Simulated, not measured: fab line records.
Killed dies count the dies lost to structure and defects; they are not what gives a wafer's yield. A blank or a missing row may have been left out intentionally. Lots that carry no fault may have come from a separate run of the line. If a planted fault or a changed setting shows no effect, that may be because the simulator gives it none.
The tool behind it: which one? + flow gf180mcu + 40 wafers from 15 lots sampled at 4 of the route's 602 steps

## WHAT EACH GAUGE READ, for each wafer
GF_MVSD_TW_MEAS_11.
| lot  | measured    | on            | MVSD_TW        |
|------|-------------|---------------|----------------|
| L817 | day 4 16:55 | film_metro-03 | 1609 1621 1621 |
| L818 | day 4 21:16 | film_metro-01 | 1544 1536 1541 |
| L819 | day 5 04:07 | film_metro-03 | 1609 1614 1606 |
| L820 | day 5 08:29 | film_metro-01 | 1541 1549      |
| L821 | day 5 12:49 | film_metro-01 | 1544 1554 1552 |
| L822 | day 5 21:43 | film_metro-01 | 1547 1550 1549 |
| L823 | day 6 02:28 | film_metro-04 | 1581 1587 1585 |
| L828 | day 7 18:07 | film_metro-04 | 1578 1564      |
| L830 | day 7 20:31 | film_metro-01 | 1548 1552 1555 |
| L831 | day 8 04:44 | film_metro-03 | 1611 1609      |
| L832 | day 8 05:54 | film_metro-01 | 1556 1545 1548 |
| L834 | day 8 18:19 | film_metro-03 | 1612 1616      |
| L837 | day 9 14:03 | film_metro-01 | 1545 1550 1545 |
| L838 | day 9 17:13 | film_metro-01 | 1547 1552      |
| L839 | day 9 23:07 | film_metro-03 | 1619 1608 1608 |

GF_MVPSD_OVL_MEAS_07.
| lot  | measured     | on         | MVPSD_OVL (nm) |
|------|--------------|------------|----------------|
| L817 | day 5 05:38  | overlay-01 | 1.1 2.4 1.6    |
| L818 | day 5 10:14  | overlay-02 | -0.7 -0.9 0.6  |
| L819 | day 5 18:13  | overlay-02 | 0.5 1.0 1.8    |
| L820 | day 5 22:57  | overlay-01 | 1.2 0.1        |
| L821 | day 6 03:02  | overlay-01 | 0.9 -0.7 0.6   |
| L822 | day 6 12:16  | overlay-02 | 3.4 1.3 3.0    |
| L823 | day 6 16:58  | overlay-02 | -2.1 -3.0 -1.9 |
| L828 | day 8 09:32  | overlay-02 | 1.3 0.1        |
| L830 | day 8 12:14  | overlay-02 | 2.0 1.2 1.8    |
| L831 | day 8 21:16  | overlay-02 | -0.9 -1.3      |
| L832 | day 8 21:56  | overlay-02 | 0.5 -0.9 0.6   |
| L834 | day 9 10:59  | overlay-01 | -0.7 -0.8      |
| L837 | day 10 07:35 | overlay-02 | -0.2 -0.2 -0.6 |
| L838 | day 10 11:02 | overlay-01 | 0.9 2.7        |
| L839 | day 10 17:29 | overlay-02 | 3.0 2.4 2.8    |

GF_HV_LDD_OVL_MEAS_08.
| lot  | measured     | on         | HV_LDD_OVL (nm) |
|------|--------------|------------|-----------------|
| L817 | day 10 05:05 | overlay-01 | 1.7 2.0 2.0     |
| L818 | day 10 10:10 | overlay-01 | 3.7 2.6 4.4     |
| L819 | day 10 20:03 | overlay-02 | -2.0 -2.6 -1.1  |
| L820 | day 11 01:34 | overlay-01 | 0.1 0.2         |
| L821 | day 11 06:10 | overlay-01 | 0.7 0.0 1.7     |
| L822 | day 11 18:48 | overlay-02 | 2.1 1.5 1.0     |
| L823 | day 12 11:45 | overlay-02 | 1.8 0.2 2.8     |
| L828 | day 14 11:13 | overlay-01 | 2.0             |
| L830 | day 14 14:58 | overlay-02 | -1.7 -1.2       |
| L831 | day 14 21:57 | overlay-02 | 1.1             |
| L832 | day 14 21:36 | overlay-01 | 2.7 2.8 2.4     |
| L834 | day 15 09:02 | overlay-01 | 1.0 2.6         |
| L837 | day 16 09:29 | overlay-02 | 0.8 2.7 2.2     |
| L838 | day 16 15:10 | overlay-02 | 1.3 -0.7        |
| L839 | day 16 23:31 | overlay-02 | 3.8 2.2 1.5     |

## EACH LOT AND THE TOOL THAT RAN IT (in order: tool; ch and the chambers of the sampled wafers; start)
| lot  | GF_POLY_GATE_ETCH_13             |
|------|----------------------------------|
| L817 | rie_si-02 ch 0,1,2, day 9 09:11  |
| L818 | rie_si-02 ch 1,3, day 9 14:31    |
| L819 | rie_si-02 ch 0,1, day 9 23:49    |
| L820 | rie_si-01 ch 0,1, day 10 06:19   |
| L821 | rie_si-02 ch 1,2,3, day 10 10:05 |
| L822 | rie_si-02 ch 0,2, day 10 22:38   |
| L823 | rie_si-02 ch 0,1,2, day 11 04:40 |
| L828 | rie_si-02 ch 0,2, day 13 13:50   |
| L830 | rie_si-02 ch 2,3, day 13 15:40   |
| L831 | rie_si-02 ch 2,3, day 13 23:40   |
| L832 | rie_si-01 ch 2,3, day 13 23:21   |
| L834 | rie_si-01 ch 2,3, day 14 10:01   |
| L837 | rie_si-01 ch 0,2, day 15 09:46   |
| L838 | rie_si-01 ch 0,1, day 15 15:10   |
| L839 | rie_si-01 ch 1,3, day 15 23:53   |
- GF_POLY_GATE_ETCH_13: etches poly-Si in HBr/Cl2, stops on SiO2, target depth 198.5 nm, time 69.6 s.

## WHAT THE TOOLS THEMSELVES READ (means of the sampled wafers that have a number; where no wafer has one, the mark that the record gives instead)
GF_POLY_GATE_ETCH_13.
| lot  | tool      | drypump_motor_current_A (A) | oes_product_au (a.u.) | throttle_valve_pct (%) |
|------|-----------|-----------------------------|-----------------------|------------------------|
| L817 | rie_si-02 | 5.5                         | 0.992                 | 33.685                 |
| L818 | rie_si-02 | 5.7                         | 0.980                 | 33.688                 |
| L819 | rie_si-02 | 5.2                         | 0.988                 | 33.688                 |
| L820 | rie_si-01 | 5.4                         | 0.993                 | 33.678                 |
| L821 | rie_si-02 | 5.7                         | 0.985                 | 33.692                 |
| L822 | rie_si-02 | 5.5                         | 0.991                 | 33.677                 |
| L823 | rie_si-02 | 5.4                         | 0.994                 | 33.692                 |
| L828 | rie_si-02 | 5.3                         | 0.821                 | 33.692                 |
| L830 | rie_si-02 | 5.8                         | 0.891                 | 33.685                 |
| L831 | rie_si-02 | 5.8                         | 0.835                 | 33.676                 |
| L832 | rie_si-01 | 6.0                         | 0.989                 | 33.688                 |
| L834 | rie_si-01 | 5.9                         | 0.974                 | 33.684                 |
| L837 | rie_si-01 | 5.7                         | 0.983                 | 33.692                 |
| L838 | rie_si-01 | 5.4                         | 0.983                 | 33.680                 |
| L839 | rie_si-01 | 5.5                         | 0.999                 | 33.687                 |

## THE ANSWER, worked out from the rows above alone
Rule: the usual values come from the lots themselves. Put in order of their means at a reading, lots are off if they are a third of the lots or fewer, leave a main group of 4 or more, and stand apart from it by a gap of 3 or more times the standard deviation of the main group's means; of several such gaps the widest counts. A main group whose means are all the same, to the digits that the tables above print for the reading, isn't used. A lot without any number at a reading at which 4 lots or more have one is off too. Any other lot the step has rows for is counted as sound. First the gauges in route order, then the tools' own readings, where a lot's mean is used as printed above. At the first step where some lot is off, the reading lying furthest off is the one used; lots without a number count as furthest.
Off: L828, L830, L831 (GF_POLY_GATE_ETCH_13, oes_product_au). The main group: mean 0.988 a.u., standard deviation 0.0066.
A tool fits if, at that step or a process step before it, it ran every lot that is off, and no sound lot after the first of them. One fits: GF_POLY_GATE_ETCH_13 on rie_si-02. Its last sound lot is L823 (day 11 04:40), its first lot that is off L828 (day 13 13:50): a fault that began between those two fits.
On the lots that are off, the tool's own readings at GF_POLY_GATE_ETCH_13 differ by more than 5 times the standard deviation of the sound lots' means, which bears it out; oes_product_au reads 0.849 a.u. there versus 0.988 a.u. on the sound lots.

## WHAT THE SIMULATOR HAD PUT IN
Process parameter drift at GF_POLY_GATE_ETCH_13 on rie_si-02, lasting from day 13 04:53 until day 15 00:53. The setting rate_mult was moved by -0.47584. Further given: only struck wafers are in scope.
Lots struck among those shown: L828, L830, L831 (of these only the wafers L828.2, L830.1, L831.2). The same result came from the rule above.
